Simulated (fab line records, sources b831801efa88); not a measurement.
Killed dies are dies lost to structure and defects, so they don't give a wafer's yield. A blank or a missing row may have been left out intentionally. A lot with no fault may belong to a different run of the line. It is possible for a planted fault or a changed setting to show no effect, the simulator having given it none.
A struck lot beside a sound one -- flow sfq line -- 14 out of 325 route steps
Sound: these wafers, L228.2, L228.4, L228.5. Struck: wafers L230.1, L230.3, L230.4. Last of all comes the cause.
Order at every step that has rows: each side's tool, ch and its chambers, its first start. Under that, the readings that differ: sound wafers -- struck wafers -- difference of the means -- sigmas: that difference in standard deviations of wafers without a fault.
alike: readings whose means differ by less than 2 such deviations, and words and numbers that are the same on both sides. not compared: withheld readings, readings that some wafer has no value for, bounds like >300 that may hide the same value, and numbers for which the record gives no deviation and whose values overlap.
A row with sigmas, a row that says differs or no value, or rows on one side alone: a step with any of these is where the two part. When numbers do not overlap yet have no deviation, they are printed without sigmas and do not part them. A reading missing from all wafers of one side parts the sides only when that side holds two or more wafers.

first, 2 steps without rows for these wafers: SFQ_TRILAYER_R5_LITHO_PEB_139 (peb time 60 s); SFQ_TRILAYER_R5_LITHO_DEVELOP_138 (time 60 s).
SFQ_R5_OVL_MEAS_935:
  sound on overlay-01, day 65 03:16; struck on overlay-01, day 66 11:41
  alike: R5_OVL
SFQ_TRILAYER_R5_BARC_OPEN_METAL_ETCH_177: etches BARC in O2, target depth 125 nm, time 41.7 s.
  sound on rie metal-01 ch 0,1, day 65 03:18; struck on rie metal-02 ch 0,1, day 66 11:43
reading,sound,struck,difference,sigmas
drypump motor current A (A),6.0 6.0 6.1,5.1 5.4 5.1,-0.8,-2
  alike: bias w, oes product au
  not compared: rf hours counter h
SFQ_TRILAYER_R5_ETCH_METAL_ETCH_139: etches the open film in Cl2, stops on SiO2, target depth 60 nm, time 40 s.
  sound on rie metal-01 ch 0,1, day 65 03:22; struck on rie metal-02 ch 0,1, day 66 11:47
reading,sound,struck,difference,sigmas
drypump motor current A (A),6.0 6.0 6.1,5.1 5.4 5.1,-0.8,-2
  alike: bias w, oes product au
  not compared: rf hours counter h
SFQ_TRILAYER_R5_STRIP_STRIP_140: strips in O2.
  sound on rie metal-01 ch 0,1, day 65 03:25; struck on rie metal-02 ch 0,1, day 66 11:50
reading,sound,struck,difference,sigmas
drypump motor current A (A),5.9 6.0 6.1,5.1 5.4 5.1,-0.8,-2
  alike: oes product au
  not compared: rf hours counter h
then, 1 step without rows for these wafers: SFQ_TRILAYER_R5_STRIP_SOLV_CLEAN_141 (cleans in NMP, time 600 s).
SFQ_TRILAYER_A5C_DEP_PECVD_142: deposits SiO2 from SiH4/N2O, time 15.556 s, target thk 70 nm.
  sound on pecvd-02 ch 0,2, day 65 04:11; struck on pecvd-01 ch 0,2, day 66 12:37
  alike: heater power w, throttle valve pct
then, 4 steps without rows for these wafers: SFQ_TRILAYER_I5_LITHO_COAT_149 (resist thk 62 nm); SFQ_TRILAYER_I5_LITHO_COAT_144 (resist thk 650 nm); SFQ_TRILAYER_I5_LITHO_SOFTBAKE_148; SFQ_TRILAYER_I5_LITHO_EXPOSE_145 (exposes mask I5, target cd 700 nm).
-- the record jumps here: 3 days lie between the struck wafers' starts before and after --
SFQ_TRILAYER_I5_LITHO_PEB_147: peb time 59.16 s.
  sound on litho track-04 ch 0, day 69 02:12; struck on litho track-02, day 69 22:17
  no value came back on the struck wafers for chill plate temp C (C), exhaust pa (Pa), heater power total W (W), peb time s (s); on the sound wafers chill plate temp C (C) reads 23.03 22.95 23.04
then, 1 step without rows for these wafers: SFQ_TRILAYER_I5_LITHO_DEVELOP_146 (time 60 s).

== WHERE THEY PART ==
Earliest at SFQ_TRILAYER_R5_BARC_OPEN_METAL_ETCH_177; latest, in this record, at SFQ_TRILAYER_I5_LITHO_PEB_147.

WHY: what had been put in by the simulator
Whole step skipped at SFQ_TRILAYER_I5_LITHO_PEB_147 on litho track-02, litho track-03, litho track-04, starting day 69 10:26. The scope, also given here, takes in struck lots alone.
